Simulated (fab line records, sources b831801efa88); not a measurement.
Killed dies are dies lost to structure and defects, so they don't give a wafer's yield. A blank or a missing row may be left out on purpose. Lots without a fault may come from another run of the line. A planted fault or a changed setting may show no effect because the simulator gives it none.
A struck lot beside a sound one | flow sky130 | 43 steps out of a route of 708
Sound: wafers L595.1, L595.4, L595.6. Struck: wafer L616.6. (L616.1, L616.2 of the same lot were not struck and are left out.) The cause comes at the end.
At each step with rows: each side's tool, then ch and its chambers, then its first start. Under that, the readings that differ: sound wafers | struck wafers | difference of the means | sigmas: that difference in standard deviations of wafers without a fault.
alike: readings whose means differ by less than 2 such deviations, and words and numbers that are the same on both sides. not compared: withheld readings, readings that some wafer has no value for, bounds like >300 that may hide the same value, and numbers for which the record gives no deviation and whose values overlap.
The two part at a step that has a row with sigmas, a row that says differs or no value, or rows on one side only. Numbers that don't overlap but have no deviation are shown without sigmas and don't part them. A reading that every wafer of one side lacks parts them only if that side has two wafers or more.

first, 8 steps without rows for these wafers: SKY_VIA1_ETCH_14 (etches BARC in N2/H2, stops on SiO2, time 45.9 s, target depth 60 nm); SKY_VIA1_ETCH_15 (etches SiO2 in C4F8/O2/Ar, stops on TiN, target depth 351 nm, time 54 s); SKY_VIA1_STRIP_16 (strips in O2/N2); SKY_VIA1_STRIP_17 (strips in post etch residue remover, time 1200 s); SKY_VIA1_CLEAN_18 (cleans in IPA, time 180 s); SKY_VIA1_CLEAN_19 (cleans in O3/DIW); SKY_VIA1_SPUTTER_20 (material TiN, target thk 20 nm, time 80 s); SKY_VIA1_CVD_21 (deposits W, target thk 270 nm, time 80.902 s).
SKY_VIA1_RS_MEAS_22: measures by four-point-probe.
  sound on film_metro-03, day 34 03:37; struck on film_metro-04, day 40 13:52
  alike: VIA1_W_RS
SKY_VIA1_THK_MEAS_23: measures by xrf.
  sound on film_metro-03, day 34 03:44; struck on film_metro-04, day 40 13:59
  alike: VIA1_W_THK
then, 1 step without rows for these wafers: SKY_VIA1_CMP_24 (polishes, stops on SiO2, t overpolish 15 s, target thk 0 nm).
SKY_METAL2_SPUTTER_00: material Ti, target thk 15 nm, time 10 s.
  sound on pvd_sputter-04, day 34 04:06; struck on pvd_sputter-01, day 40 14:27
  alike: throttle_valve_pct
SKY_METAL2_SPUTTER_01: material TiN, target thk 20 nm, time 16.7 s.
  sound on pvd_sputter-04, day 34 04:07; struck on pvd_sputter-01, day 40 14:28
  alike: throttle_valve_pct
then, 1 step without rows for these wafers: SKY_METAL2_SPUTTER_02 (material AlCu, target thk 250 nm, time 13.3 s).
SKY_METAL2_SPUTTER_03: material Ti, target thk 5 nm, time 3.3 s.
  sound on pvd_sputter-04, day 34 04:10; struck on pvd_sputter-01, day 40 14:31
  alike: throttle_valve_pct
then, 1 step without rows for these wafers: SKY_METAL2_SPUTTER_04 (material TiN, target thk 70 nm, time 58.3 s).
SKY_METAL2_RS_MEAS_05: measures by four-point-probe.
  sound on film_metro-03, day 34 04:14; struck on film_metro-04, day 40 14:35
  reading                 | sound                | struck | difference | sigmas
  METAL2_ALCU_RS (ohm/sq) | 0.1246 0.1267 0.1267 | 0.1290 | +0.0030    | +2
SKY_METAL2_THK_MEAS_06: measures by xrf.
  sound on film_metro-03, day 34 04:22; struck on film_metro-04, day 40 14:43
  alike: METAL2_ALCU_THK
then, 8 steps without rows for these wafers: SKY_METAL2_DEHYDRATE_07 (time 60 s); SKY_METAL2_HMDS_08 (prime time 60 s); SKY_METAL2_COAT_09 (resist thk 60 nm); SKY_METAL2_COAT_10 (resist thk 450 nm); SKY_METAL2_SOFTBAKE_11 (time 90 s); SKY_METAL2_EXPOSE_12 (exposes mask MM2, target cd 140 nm); SKY_METAL2_PEB_13; SKY_METAL2_DEVELOP_14 (develop time 60 s).
SKY_METAL2_CD_MEAS_15: target cd 140 nm.
  sound on cd_sem-01, day 35 05:58; struck on cd_sem-01, day 41 14:52
  alike: cd_nm
SKY_METAL2_OVL_MEAS_16:
  sound on overlay-01, day 35 06:05; struck on overlay-02, day 41 14:59
  reading         | sound    | struck | difference | sigmas
  METAL2_OVL (nm) | 19 10 10 | -4     | -17        | -3
then, 2 steps without rows for these wafers: SKY_METAL2_DESCUM_17 (chemistry O2, time 8 s); SKY_METAL2_ETCH_18 (etches BARC in N2/H2, stops on SiO2, time 45.9 s, target depth 60 nm).
SKY_METAL2_METAL_ETCH_19: etches the open film in Cl2/BCl3, stops on SiO2, target depth 360 nm, time 78 s.
  sound on rie_metal-04 ch 0,1, day 35 06:13; struck on rie_metal-03 ch 0, day 41 15:07
  reading                     | sound          | struck | difference | sigmas
  drypump_motor_current_A (A) | 4.99 4.95 5.70 | 5.79   | +0.58      | +2
  alike: oes_product_au, throttle_valve_pct
  not compared: rf_hours_counter_h
SKY_METAL2_STRIP_20: strips in O2/N2.
  sound on plasma_asher-01 ch 0,1, day 35 06:19; struck on plasma_asher-03 ch 0, day 41 15:13
  alike: drypump_motor_current_A, oes_product_au, strip_time_to_endpoint_s
  not compared: rf_hours_counter_h
then, 4 steps without rows for these wafers: SKY_METAL2_STRIP_21 (strips in post etch residue remover, time 1200 s); SKY_METAL2_CLEAN_22 (cleans in IPA, time 180 s); SKY_METAL2_CLEAN_23 (cleans in O3/DIW); SKY_VIA2_HDPCVD_00 (deposits SiO2, target thk 1180 nm, time 196.7 s).
SKY_VIA2_THK_MEAS_01:
  sound on film_metro-04, day 35 07:02; struck on film_metro-02, day 41 15:59
  alike: VIA2_HDPCVD_THK
SKY_VIA2_CMP_02: polishes SiO2.
  sound on cmp-02 ch 2,3, day 35 07:09; struck on cmp-01 ch 2, day 41 16:06
  alike: motor_current_A
SKY_VIA2_BOW_MEAS_03:
  sound on film_metro-04, day 35 07:27; struck on film_metro-01, day 41 16:21
  alike: VIA2_BOW
then, 3 steps without rows for these wafers: SKY_VIA2_DEHYDRATE_04 (time 60 s); SKY_VIA2_HMDS_05 (prime time 60 s); SKY_VIA2_COAT_06 (resist thk 60 nm).
-- the record jumps here: 9 days lie between the struck wafers' starts before and after (it left off in module VIA2 and takes up again in module PAD_OPEN, whose first step shown is number 708 of the route) --
SKY_PAD_OPEN_PROBE_99:
  sound on prober-01, day 45 23:26; struck on prober-01, day 50 16:25
  reading                               | sound             | struck | difference | sigmas
  defect_limited_yield (%)              | 82.9 82.9 80.9    | 69.7   | -12.5      | -7
  killed_at_M0_to_M3                    | 44 42 45          | 103    | +59        | +10
  killed_dies                           | 84 84 94          | 149    | +62        | +7
  killed_on_rim                         | 17 17 14          | 28     | +12        | +3
  sort_bin_3_pad_short (%)              | 1.0 0 1.4         | 3.9    | +3.1       | +7
  sort_bin_5_function (%)               | 10.4 8.5 10.6     | 19.5   | +9.7       | +7
  sort_n_pass                           | 408 408 398       | 343    | -62        | -7
  sort_yield_pct (%)                    | 82.9 82.9 80.9    | 69.7   | -12.5      | -7
  model.etest.tester.sort_n_pass        | 408 408 398       | 343    | -62        |
  model.etest.tester.sort_yield_pct (%) | 82.93 82.93 80.89 | 69.72  | -12.53     |
  model.etest.tester.sort_bin_5_pct (%) | 10.37 8.537 10.57 | 19.51  | +9.68      |
  model.etest.tester.sort_bin_3_pct (%) | 1.016 0 1.423     | 3.862  | +3.049     |
  alike: killed_at_M4_up, killed_at_contacts, killed_at_front_end, killed_at_other, killed_open, killed_short, sort_bin_6_memory

WHERE THEY PART
First at SKY_METAL2_RS_MEAS_05; last, within this record, at SKY_PAD_OPEN_PROBE_99.

WHY: what the simulator had put in
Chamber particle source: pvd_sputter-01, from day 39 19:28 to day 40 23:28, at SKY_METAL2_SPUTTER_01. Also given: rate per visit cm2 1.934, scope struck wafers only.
